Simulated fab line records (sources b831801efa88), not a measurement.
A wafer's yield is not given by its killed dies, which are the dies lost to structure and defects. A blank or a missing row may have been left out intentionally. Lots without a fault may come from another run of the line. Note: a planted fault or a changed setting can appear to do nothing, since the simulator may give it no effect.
fab line records :: flow sky130
[record]
  lots = 6
  wafers = 18
  last-day = 49
route steps=708 shown LDD_HVN@270 LDD_HVP@278
lots untouched by any fault: they come from a run of this same line in which no faults occurred
start-h: hours from the record's first day to the start of the lot's first wafer shown :: wait-h: hours since the lot's step before :: " as in the row above :: L1.1+2: a row that stands for several wafers :: - no value present, or no start provided :: * or withheld: withheld :: < > ~ a bound
route shown NAME@n: a module of which the file shows steps, and the number in the route of the first :: usual: average and standard deviation across the fault-free wafers :: same: alike in all rows :: chamber/n: place in a boat :: sites: per-site readings :: _std_site: their standard deviation :: _edge_site: outer sites' mean less inner sites' :: radius-mm: for every site, how far away it sits from the centre of the wafer :: mask NAME#n: copy n :: behind: tool/chamber where the wafer was last shaped :: hold: why the lot went on hold/how many hours it stayed there/how the hold came to an end :: device: names the non-switching transistor (n, p or np) :: end of line: tests of these same wafers at the route's end :: for a step that has no rows: nothing shown but its recipe :: killed: dies lost to structure and defects at the first sort, not the wafer's yield :: map: shows each die of a wafer: x if killed, . if not, _ if none is there
set.NAME: the setting as run; set.NAME@STEP: as run at that earlier step :: model.NAME: the simulator's own value behind a step, which no gauge read
lots seen at some steps along the route; tables by step, rows by wafer
services: when a tool's chamber went out of use (start-h, in hours from the record's first day, below 0 if earlier), for how many hours, and the reason
[[steps]]
[step SKY_LDD_HVN_SOFTBAKE_03]
[recipe]
  temp-c = 90
  time-s = 60
  resist = NOVOLAK
[step SKY_LDD_HVN_EXPOSE_04]
[recipe]
  mask-id = HVNTM
  na = 0.6
  source-shape = conventional
  sigma-outer = 0.6
  polarization = unpolarized
  target-cd-nm = 700
  dose-mj = 127
[step SKY_LDD_HVN_PEB_05]
[recipe]
  temp-c = withheld
  time-s = *
  resist = NOVOLAK
[step SKY_LDD_HVN_DEVELOP_06]
[recipe]
  resist = NOVOLAK
  developer = TMAH
  develop-time-s = 60
  dev-temp-c = 23
[step SKY_LDD_HVN_OVL_MEAS_07]
[usual]
  LDD_HVN_OVL = -0.5/1.6
lot.wafer: L277.1
tool: overlay-02
chamber: -
start-h: 508.19
wait-h: 0.1
LDD_HVN_OVL[nm]: -1.0

lot.wafer: L277.2
tool: overlay-02
chamber: -
start-h: 508.19
wait-h: 0.1
LDD_HVN_OVL[nm]: -1.3

lot.wafer: L277.4
tool: overlay-02
chamber: -
start-h: 508.19
wait-h: 0.1
LDD_HVN_OVL[nm]: -1.0

lot.wafer: L278.3
tool: overlay-01
chamber: -
start-h: 528.03
wait-h: 0.1
LDD_HVN_OVL[nm]: -1.0

lot.wafer: L278.4
tool: overlay-01
chamber: -
start-h: 528.03
wait-h: 0.1
LDD_HVN_OVL[nm]: -2.4

lot.wafer: L278.5
tool: overlay-01
chamber: -
start-h: 528.03
wait-h: 0.1
LDD_HVN_OVL[nm]: -1.3

lot.wafer: L286.1
tool: overlay-01
chamber: -
start-h: 586.57
wait-h: 0.1
LDD_HVN_OVL[nm]: 0.7

lot.wafer: L286.2
tool: overlay-01
chamber: -
start-h: 586.57
wait-h: 0.1
LDD_HVN_OVL[nm]: 2.7

lot.wafer: L286.3
tool: overlay-01
chamber: -
start-h: 586.57
wait-h: 0.1
LDD_HVN_OVL[nm]: 1.3

lot.wafer: L287.1
tool: overlay-01
chamber: -
start-h: 592.89
wait-h: 0.1
LDD_HVN_OVL[nm]: -0.5

lot.wafer: L287.3
tool: overlay-01
chamber: -
start-h: 592.89
wait-h: 0.1
LDD_HVN_OVL[nm]: -1.1

lot.wafer: L287.4
tool: overlay-01
chamber: -
start-h: 592.89
wait-h: 0.1
LDD_HVN_OVL[nm]: -1.2

lot.wafer: L288.4
tool: overlay-02
chamber: -
start-h: 593.26
wait-h: 0.1
LDD_HVN_OVL[nm]: -1.1

lot.wafer: L288.5
tool: overlay-02
chamber: -
start-h: 593.26
wait-h: 0.1
LDD_HVN_OVL[nm]: -0.2

lot.wafer: L288.6
tool: overlay-02
chamber: -
start-h: 593.26
wait-h: 0.1
LDD_HVN_OVL[nm]: -0.7

lot.wafer: L290.1
tool: overlay-02
chamber: -
start-h: 613.01
wait-h: 0.1
LDD_HVN_OVL[nm]: -1.1

lot.wafer: L290.4
tool: overlay-02
chamber: -
start-h: 613.01
wait-h: 0.1
LDD_HVN_OVL[nm]: -3.7

lot.wafer: L290.6
tool: overlay-02
chamber: -
start-h: 613.01
wait-h: 0.1
LDD_HVN_OVL[nm]: -2.2
[step SKY_LDD_HVN_IMPLANT_08]
[recipe]
  species = P
  energy-kev = 60
  dose-cm2 = 3e+13
  tilt-deg = 40
[step SKY_LDD_HVN_STRIP_09]
[recipe]
  chemistry = O2/N2
  power-w = 1400
  pressure-mtorr = 1500
  platen-temp-c = withheld
  o2-flow-sccm = 3000
  n2-flow-sccm = 300
  overash-fraction = 0.5
[usual]
  drypump-motor-current-A = 5.68/0.27
  oes-product-au = 0.408/0.0047
  strip-time-to-endpoint-s = 4.137/0.016
[same]
  overash-fraction = 0.5
lot.wafer: L277.1
tool: plasma-asher-03
chamber: 0
start-h: 508.37
wait-h: 0.1
drypump-motor-current-A: 5.31
oes-product-au: 0.417
rf-hours-counter-h: 70
strip-time-to-endpoint-s: 4.145

lot.wafer: L277.2
tool: plasma-asher-03
chamber: 1
start-h: 508.37
wait-h: 0.1
drypump-motor-current-A: 5.26
oes-product-au: 0.405
rf-hours-counter-h: 70
strip-time-to-endpoint-s: 4.125

lot.wafer: L277.4
tool: plasma-asher-03
chamber: 1
start-h: 508.37
wait-h: 0.1
drypump-motor-current-A: 5.21
oes-product-au: 0.413
rf-hours-counter-h: -
strip-time-to-endpoint-s: 4.140

lot.wafer: L278.3
tool: plasma-asher-04
chamber: 1
start-h: 528.23
wait-h: 0.1
drypump-motor-current-A: 5.88
oes-product-au: 0.408
rf-hours-counter-h: -
strip-time-to-endpoint-s: 4.139

lot.wafer: L278.4
tool: plasma-asher-04
chamber: 0
start-h: 528.23
wait-h: 0.1
drypump-motor-current-A: 5.91
oes-product-au: 0.408
rf-hours-counter-h: -
strip-time-to-endpoint-s: 4.144

lot.wafer: L278.5
tool: plasma-asher-04
chamber: 0
start-h: 528.23
wait-h: 0.1
drypump-motor-current-A: 5.90
oes-product-au: 0.408
rf-hours-counter-h: -
strip-time-to-endpoint-s: 4.152

lot.wafer: L286.1
tool: plasma-asher-02
chamber: 1
start-h: 586.75
wait-h: 0.1
drypump-motor-current-A: 5.93
oes-product-au: 0.408
rf-hours-counter-h: 88
strip-time-to-endpoint-s: 4.120

lot.wafer: L286.2
tool: plasma-asher-02
chamber: 0
start-h: 586.75
wait-h: 0.1
drypump-motor-current-A: 5.68
oes-product-au: 0.415
rf-hours-counter-h: 88
strip-time-to-endpoint-s: 4.157

lot.wafer: L286.3
tool: plasma-asher-02
chamber: 0
start-h: 586.75
wait-h: 0.1
drypump-motor-current-A: 5.70
oes-product-au: 0.410
rf-hours-counter-h: -
strip-time-to-endpoint-s: 4.139

lot.wafer: L287.1
tool: plasma-asher-02
chamber: 1
start-h: 593.07
wait-h: 0.1
drypump-motor-current-A: 5.93
oes-product-au: 0.401
rf-hours-counter-h: 89
strip-time-to-endpoint-s: 4.141

lot.wafer: L287.3
tool: plasma-asher-02
chamber: 1
start-h: 593.07
wait-h: 0.1
drypump-motor-current-A: 5.94
oes-product-au: 0.413
rf-hours-counter-h: -
strip-time-to-endpoint-s: 4.129

lot.wafer: L287.4
tool: plasma-asher-02
chamber: 0
start-h: 593.07
wait-h: 0.1
drypump-motor-current-A: 5.71
oes-product-au: 0.417
rf-hours-counter-h: -
strip-time-to-endpoint-s: 4.143

lot.wafer: L288.4
tool: plasma-asher-04
chamber: 1
start-h: 593.46
wait-h: 0.1
drypump-motor-current-A: 5.82
oes-product-au: 0.416
rf-hours-counter-h: -
strip-time-to-endpoint-s: 4.127

lot.wafer: L288.5
tool: plasma-asher-04
chamber: 1
start-h: 593.46
wait-h: 0.1
drypump-motor-current-A: 5.87
oes-product-au: 0.414
rf-hours-counter-h: -
strip-time-to-endpoint-s: 4.140

lot.wafer: L288.6
tool: plasma-asher-04
chamber: 0
start-h: 593.46
wait-h: 0.1
drypump-motor-current-A: 5.90
oes-product-au: 0.411
rf-hours-counter-h: -
strip-time-to-endpoint-s: 4.128

lot.wafer: L290.1
tool: plasma-asher-03
chamber: 1
start-h: 613.20
wait-h: 0.1
drypump-motor-current-A: 5.27
oes-product-au: 0.408
rf-hours-counter-h: 79
strip-time-to-endpoint-s: 4.157

lot.wafer: L290.4
tool: plasma-asher-03
chamber: 1
start-h: 613.20
wait-h: 0.1
drypump-motor-current-A: 5.28
oes-product-au: 0.413
rf-hours-counter-h: -
strip-time-to-endpoint-s: 4.151

lot.wafer: L290.6
tool: plasma-asher-03
chamber: 1
start-h: 613.20
wait-h: 0.1
drypump-motor-current-A: 5.27
oes-product-au: 0.411
rf-hours-counter-h: -
strip-time-to-endpoint-s: 4.155
[step SKY_LDD_HVN_TW_MEAS_10]
[usual]
  LDD_HVN_TW = 1422/13
lot.wafer: L277.1
tool: film-metro-04
chamber: -
start-h: 508.47
wait-h: 0.1
LDD_HVN_TW: 1434

lot.wafer: L277.2
tool: film-metro-04
chamber: -
start-h: 508.47
wait-h: 0.1
LDD_HVN_TW: 1432

lot.wafer: L277.4
tool: film-metro-04
chamber: -
start-h: 508.47
wait-h: 0.1
LDD_HVN_TW: 1432

lot.wafer: L278.3
tool: film-metro-02
chamber: -
start-h: 528.32
wait-h: 0.1
LDD_HVN_TW: 1404

lot.wafer: L278.4
tool: film-metro-02
chamber: -
start-h: 528.32
wait-h: 0.1
LDD_HVN_TW: 1412

lot.wafer: L278.5
tool: film-metro-02
chamber: -
start-h: 528.32
wait-h: 0.1
LDD_HVN_TW: 1416

lot.wafer: L286.1
tool: film-metro-03
chamber: -
start-h: 586.85
wait-h: 0.1
LDD_HVN_TW: 1424

lot.wafer: L286.2
tool: film-metro-03
chamber: -
start-h: 586.85
wait-h: 0.1
LDD_HVN_TW: 1410

lot.wafer: L286.3
tool: film-metro-03
chamber: -
start-h: 586.85
wait-h: 0.1
LDD_HVN_TW: 1412

lot.wafer: L287.1
tool: film-metro-03
chamber: -
start-h: 593.17
wait-h: 0.1
LDD_HVN_TW: 1424

lot.wafer: L287.3
tool: film-metro-03
chamber: -
start-h: 593.17
wait-h: 0.1
LDD_HVN_TW: 1417

lot.wafer: L287.4
tool: film-metro-03
chamber: -
start-h: 593.17
wait-h: 0.1
LDD_HVN_TW: 1418

lot.wafer: L288.4
tool: film-metro-02
chamber: -
start-h: 593.56
wait-h: 0.1
LDD_HVN_TW: 1422

lot.wafer: L288.5
tool: film-metro-02
chamber: -
start-h: 593.56
wait-h: 0.1
LDD_HVN_TW: 1418

lot.wafer: L288.6
tool: film-metro-02
chamber: -
start-h: 593.56
wait-h: 0.1
LDD_HVN_TW: 1415

lot.wafer: L290.1
tool: film-metro-03
chamber: -
start-h: 613.30
wait-h: 0.1
LDD_HVN_TW: 1418

lot.wafer: L290.4
tool: film-metro-03
chamber: -
start-h: 613.30
wait-h: 0.1
LDD_HVN_TW: 1413

lot.wafer: L290.6
tool: film-metro-03
chamber: -
start-h: 613.30
wait-h: 0.1
LDD_HVN_TW: 1416
[step SKY_LDD_HVP_DEHYDRATE_00]
[recipe]
  temp-c = 200
  time-s = 60
[step SKY_LDD_HVP_HMDS_01]
[recipe]
  prime-time-s = 60
  prime-temp-c = 120
[step SKY_LDD_HVP_COAT_02]
[recipe]
  resist = NOVOLAK
  spin-rpm = 3000
  resist-thk-nm = 300
[step SKY_LDD_HVP_SOFTBAKE_03]
[recipe]
  temp-c = 90
  time-s = 60
  resist = NOVOLAK
[step SKY_LDD_HVP_EXPOSE_04]
[recipe]
  mask-id = HVPTM
  na = 0.6
  source-shape = conventional
  sigma-outer = 0.6
  polarization = unpolarized
  target-cd-nm = 700
  dose-mj = 86
lot.wafer: L277.1+2+4
tool: iline-stepper-02
chamber: 0
start-h: 523.64
wait-h: -
mask: HVPTM#0
model.LDD_HVP.overlay-x-nm: 0.9697

lot.wafer: L278.3+4+5
tool: iline-stepper-01
chamber: 0
start-h: 544.24
wait-h: -
mask: HVPTM#0
model.LDD_HVP.overlay-x-nm: -0.2219

lot.wafer: L286.1+2+3
tool: iline-stepper-01
chamber: 0
start-h: 601.19
wait-h: -
mask: HVPTM#0
model.LDD_HVP.overlay-x-nm: 2.331

lot.wafer: L287.1+3+4
tool: iline-stepper-01
chamber: 0
start-h: 608.71
wait-h: -
mask: HVPTM#0
model.LDD_HVP.overlay-x-nm: 1.647

lot.wafer: L288.4+5+6
tool: iline-stepper-02
chamber: 0
start-h: 609.01
wait-h: -
mask: HVPTM#0
model.LDD_HVP.overlay-x-nm: 1.096

lot.wafer: L290.1+4+6
tool: iline-stepper-02
chamber: 0
start-h: 627.19
wait-h: -
mask: HVPTM#0
model.LDD_HVP.overlay-x-nm: -1.093
[step SKY_LDD_HVP_PEB_05]
[recipe]
  temp-c = withheld
  time-s = *
  resist = NOVOLAK
[[services]]
tool: plasma-asher-03
chamber: -
start-h: 529.88
hours: 22.8
kind: pm

tool: plasma-asher-02
chamber: -
start-h: 545.50
hours: 14.6
kind: pm

tool: iline-stepper-02
chamber: 0
start-h: 562.58
hours: -
kind: calibration

tool: iline-stepper-02
chamber: -
start-h: 569.24
hours: 1.7
kind: pm

tool: plasma-asher-04
chamber: -
start-h: 578.01
hours: 1.6
kind: repair

tool: iline-stepper-01
chamber: 0
start-h: 625.11
hours: -
kind: calibration
[[key]]
first-sign none at tools or gauges
[model-effect]
  step = SKY_LDD_HVP_EXPOSE_04
  value = LDD_HVP.overlay-x-nm
  without = 0.2587
  struck = 1.989
met-at SKY_LDD_HVP_EXPOSE_04
struck-wafers L286.1,L286.2,L286.3,L287.1,L287.3,L287.4
tester-left-out L286,L287
onset-between 544.24 601.19
also-fits SKY_LDD_HVN_STRIP_09:plasma-asher-02
[fault]
  kind = scanner-matching-overlay
  tool = iline-stepper-01
  chamber = -
  onset-h = 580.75
  steps = SKY_LDD_HVP_EXPOSE_04
  offset = 1.7302
// tester-left-out: of these lots the tester's yield and bins aren't shown, on N5 and GAA mostly nor the transistor test; their killed dies are dies lost to structure and defects alone, not to doping, threshold or leakage, so they don't give the yield
